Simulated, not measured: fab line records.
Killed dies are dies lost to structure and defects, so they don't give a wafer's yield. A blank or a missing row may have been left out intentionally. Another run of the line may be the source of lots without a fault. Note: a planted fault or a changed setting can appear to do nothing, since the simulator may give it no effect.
A lot that was struck, set against a sound lot	flow sky130	18 out of 708 route steps
Sound: the wafers L908.1, L908.2, L908.6. Struck: wafer L916.1 (left out: L916.3, L916.6 of the same lot, which were not struck); the cause appears at the end.
Order at every step that has rows: each side's tool, ch and its chambers, its first start. Under that, the readings that differ: sound wafers	struck wafers	difference of the means	sigmas: that difference in standard deviations of wafers without a fault.
alike: readings with means less than 2 such deviations apart, plus words and numbers identical on both sides. not compared: withheld readings, readings lacking a value on some wafer, bounds such as >300 that could conceal the same value, and numbers that have no deviation in the record and whose values overlap.
A row with sigmas, a row that says differs or no value, or rows on one side alone: a step with any of these is where the two part. Numbers that don't overlap but have no deviation are shown without sigmas and don't part them. Lack of a reading on every wafer of one side parts them only where that side has two or more wafers.

first, 1 step without rows for these wafers: SKY_FIELD_ISO_DEVELOP_12 (develop time 60 s).
SKY_FIELD_ISO_CD_MEAS_13: the cd target is 150 nm.
  struck on cd sem-02, day 5 06:12; sound on cd sem-02, day 3 14:00
  alike: cd nm
SKY_FIELD_ISO_ETCH_14: etches BARC in N2/H2, stops on SiO2, time 45.9 s, target depth 60 nm.
  sound on rie diel-04 ch 0,1,2, day 3 14:07; struck on rie diel-04 ch 1, day 5 06:19
  alike: drypump motor current A, oes product au, throttle valve pct
  not compared: rf hours counter h
SKY_FIELD_ISO_ETCH_15: etches the open film in CHF3/O2, stops on Si, target depth 180 nm, time 72 s.
  sound on rie diel-04 ch 0,1,2, day 3 14:10; struck on rie diel-04 ch 1, day 5 06:22
  alike: chf3 flow sccm, drypump motor current A, oes product au, throttle valve pct
  not compared: rf hours counter h
SKY_FIELD_ISO_STRIP_16: strips in O2/N2.
  sound on plasma asher-02 ch 0,1, day 3 14:13; struck on plasma asher-01 ch 1, day 5 06:25
reading	sound	struck	difference	sigmas
drypump motor current A (A)	5.9 6.2 6.2	4.9	-1.2	-2
oes product au (a.u.)	0.391 0.373 0.377	0.372	-0.008	-2
  alike: strip time to endpoint s
  not compared: rf hours counter h
SKY_FIELD_ISO_ETCH_17: etches Si in HBr/Cl2/O2, target depth 342 nm, time 97.7 s.
  sound on rie si-02 ch 1,3, day 3 14:19; struck on rie si-02 ch 2, day 5 06:31
reading	sound	struck	difference	sigmas
drypump motor current A (A)	5.8 5.2 5.2	6.3	+0.9	+3
  alike: he backside leak sccm, oes product au, throttle valve pct
  not compared: rf hours counter h
then, 5 steps without rows for these wafers: SKY_FIELD_ISO_WET_ETCH_18 (etches Si3N4 in H3PO4, target depth 25 nm, time 286 s); SKY_FIELD_ISO_CLEAN_19 (cleans in SC1/SC2, time 150 s); SKY_FIELD_ISO_CLEAN_20 (cleans in dHF, time 20 s); SKY_FIELD_ISO_WET_ETCH_21 (etches SiO2 in dHF, target depth 20 nm, time 400 s); SKY_FIELD_ISO_OXIDATION_22 (stabilise 600 s, purge 300 s, target thk 10 nm).
SKY_FIELD_ISO_THK_MEAS_23:
  struck on film metro-01, day 5 08:19; sound on film metro-01, day 3 15:50
  alike: FIELD_ISO_OXIDATION_01_THK
SKY_FIELD_ISO_CVD_24: deposits SiO2, target thk 595 nm, time 99.2 s.
  sound on hdpcvd-02 ch 1,2, day 3 15:53; struck on hdpcvd-01 ch 2, day 5 08:23
reading	sound	struck	difference	sigmas
model.SiO2_of_FIELD_ISO_CVD_24.thk nm (nm)	585.6 598.8 597.7	842.3	+248.3	
SKY_FIELD_ISO_THK_MEAS_25:
  struck on film metro-03, day 5 08:29; sound on film metro-02, day 3 15:58
reading	sound	struck	difference	sigmas
FIELD_ISO_CVD_24_THK (nm)	586 599 597	842	+248	+47
then, 1 step without rows for these wafers: SKY_FIELD_ISO_ANNEAL_26 (time 1800 s).
SKY_FIELD_ISO_CMP_27: polishes, stops on Si3N4, t overpolish 16 s, target thk 457.8 nm.
  sound on cmp-01 ch 1,2,3, day 3 17:37; struck on cmp-01 ch 0, day 5 10:03
reading	sound	struck	difference	sigmas
time to endpoint s (s)	110 111 112	170	+59	+15
  alike: head pressure psi, motor current A
then, 2 steps without rows for these wafers: SKY_FIELD_ISO_WET_ETCH_28 (etches SiO2 in dHF, target depth 23.7 nm, time 47 s); SKY_PAD_OPEN_PROBE_99.

== WHERE THEY PART ==
First at SKY_FIELD_ISO_STRIP_16; last, within this record, at SKY_FIELD_ISO_CMP_27.

WHY: what the simulator had put in
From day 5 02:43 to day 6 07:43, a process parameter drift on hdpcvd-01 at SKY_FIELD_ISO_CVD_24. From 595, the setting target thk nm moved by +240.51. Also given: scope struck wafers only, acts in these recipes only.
